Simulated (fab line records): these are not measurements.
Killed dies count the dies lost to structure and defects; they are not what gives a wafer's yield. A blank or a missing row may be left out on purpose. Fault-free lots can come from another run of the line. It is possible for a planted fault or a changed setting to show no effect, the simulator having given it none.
Chamber matching -- flow gf180mcu -- cmp-01 running GF_V3_CMP_04: 4 sister chambers
The step polishes SiO2. 24 wafers are shown with their chamber, then 12 later ones without.

== EACH WAFER AND ITS CHAMBER ==
wafer,chamber,motor current A (A),time to endpoint s (s)
L076.1,0,11.2,85
L076.2,1,11.1,81
L076.6,3,10.3,90
L077.2,1,12.1,78
L077.5,1,12.3,85
L077.6,2,10.6,86
L078.2,3,11.4,83
L078.3,1,11.5,84
L078.6,0,10.7,89
L080.1,3,10.7,77
L080.5,3,11.0,86
L080.6,2,10.6,81
L082.3,2,11.2,83
L082.5,0,10.6,87
L082.6,1,11.7,88
L083.3,3,10.5,78
L083.4,1,11.2,88
L083.5,2,11.3,84
L087.3,2,11.0,78
L087.5,0,10.7,77
L087.6,1,11.0,81
L088.1,2,10.9,79
L088.3,1,11.4,80
L088.5,2,10.6,80

SIGNATURES, as means of the wafers listed above
reading,chamber 0,chamber 1,chamber 2,chamber 3,scatter within a chamber
motor current A,10.800,11.537,10.886,10.780,0.39
time to endpoint s,84.50,83.12,81.57,82.80,4.17
Rule: for each reading, subtract the chamber's mean from the wafer's reading, divide by that reading's scatter and square the result; add these up over the readings and take the root, which gives the wafer's distance from the chamber. The wafer belongs to the nearest chamber; if the next one is less than 2 further off, it can't be placed. The scatter: take each reading less its chamber's mean, square it, sum over the shown wafers, divide by the number of wafers less the number of chambers, and take the root.

== WAFERS WHOSE CHAMBER IS MISSING ==
wafer,motor current A (A),time to endpoint s (s)
L089.2,10.9,81
L089.3,10.8,78
L089.6,11.2,76
L093.2,10.9,82
L093.3,10.3,83
L093.6,11.2,88
L094.1,10.9,77
L094.3,11.4,74
L094.4,11.1,76
L095.2,10.9,75
L095.5,11.2,80
L095.6,10.9,78

== WHICH CHAMBER EACH ONE RAN IN ==
wafer,from the rows above,in truth
L089.2,can't be placed: 2 or 3 or 0 or 1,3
L089.3,can't be placed: 2 or 3 or 0 or 1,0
L089.6,can't be placed: 2 or 1 or 3 or 0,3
L093.2,can't be placed: 2 or 3 or 0 or 1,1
L093.3,can't be placed: 3 or 0 or 2 or 1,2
L093.6,can't be placed: 0 or 1 or 3 or 2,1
L094.1,can't be placed: 2 or 3 or 0 or 1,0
L094.3,can't be placed: 1 or 2 or 3 or 0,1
L094.4,can't be placed: 2 or 3 or 1 or 0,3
L095.2,can't be placed: 2 or 3 or 0 or 1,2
L095.5,can't be placed: 2 or 1 or 3 or 0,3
L095.6,can't be placed: 2 or 3 or 0 or 1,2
Correctly placed: 0 of 12. Can't be placed from these rows: 12 (the true chamber is among the candidates in 12). Number placed wrongly: 0.
